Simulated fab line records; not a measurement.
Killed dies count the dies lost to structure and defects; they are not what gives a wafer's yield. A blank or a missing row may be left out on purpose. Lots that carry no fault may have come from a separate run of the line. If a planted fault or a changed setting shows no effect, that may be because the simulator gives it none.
2 desks looking at one fault / flow gf180mcu / every desk sees just its own numbers, and what lay behind them comes last

## AT THE TOOL OWNER'S DESK: litho track-04
The tool's own readings at GF_HV_LDD_DEVELOP_06 (develop time 60 s): means of the sampled wafers that have a number, for each lot that ran on this tool. If a lot's mean is further than 4 standard deviations from the usual mean, the lot is out of limits and carries the mark OUT (the distance appears in the brackets).
Columns: A = developer temp C at GF_HV_LDD_DEVELOP_06, usual 22.99 C
lot=L278; first seen here=day 10 14:47; A=23.01
lot=L282; first seen here=day 11 17:44; A=22.83
lot=L292; first seen here=day 14 23:50; A=23.10
lot=L290; first seen here=day 15 00:29; A=23.05
This desk found nothing out of limits on any of the 4 lots.

## METROLOGY DESK
Means of the sampled wafers that have a number, per lot and without regard to the tool the lot ran on: this is what the gauges read. If a lot's mean is further than 4 standard deviations from the usual mean, the lot is out of limits and carries the mark OUT (the distance appears in the brackets).
Columns: A = cd nm at GF_STI_CD_MEAS_12, usual 219.6 nm; B = cd nm at GF_HV_LDD_CD_MEAS_07, usual 400.0 nm; C = cd nm at GF_HV_LDD_CD_MEAS_46, usual 400.0 nm
lot=L277; first seen here=day 2 03:14; A=219.7; B=400.1; C=401.3
lot=L278; first seen here=day 2 10:40; A=218.2; B=397.7; C=399.4
lot=L279; first seen here=day 2 13:14; A=219.4; B=402.0; C=398.0
lot=L280; first seen here=day 2 21:23; A=220.1; B=399.9; C=398.5
lot=L281; first seen here=day 2 21:48; A=221.2; B=400.7; C=397.2
lot=L282; first seen here=day 3 05:36; A=217.6; B=398.9; C=404.3
lot=L283; first seen here=day 3 11:14; A=219.1; B=399.3; C=395.4
lot=L290; first seen here=day 4 23:20; A=219.7; B=409.2 (+5.8) OUT; C=403.9
lot=L292; first seen here=day 5 05:41; A=219.5; B=414.1 (+8.8) OUT; C=399.2
lot=L293; first seen here=day 5 15:08; A=221.0; B=400.7; C=400.5
lot=L295; first seen here=day 6 00:29; A=219.9; B=401.0; C=403.0
lot=L296; first seen here=day 6 07:17; A=219.6; B=400.2; C=400.1
lot=L299; first seen here=day 6 20:55; A=220.4; B=399.1; C=399.2
lot=L300; first seen here=day 7 00:01; A=220.1; B=399.2; C=403.4
This desk's finding: out of limits on L290, L292; first on L292, day 14 23:59 (cd nm at GF_HV_LDD_CD_MEAS_07). In limits: L277, L278, L279, L280, L281, L282, L283, L293, L295, L296, L299, L300.

## TAKEN TOGETHER
An alarm was possible from the metrology desk at day 14 23:59, on L290, L292.
The tool owner's desk saw nothing out of limits.
On record at the tool owner's desk: L290, L292, within its limits.
On litho track-04, each named lot ran GF_HV_LDD_DEVELOP_06.

## WHAT THE SIMULATOR HAD PUT IN
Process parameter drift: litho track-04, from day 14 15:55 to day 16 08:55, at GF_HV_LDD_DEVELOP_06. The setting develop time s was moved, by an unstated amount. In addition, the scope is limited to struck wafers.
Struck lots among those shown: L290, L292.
Delay in hours, fault start to first out-of-limits reading, per desk: metrology desk 8.
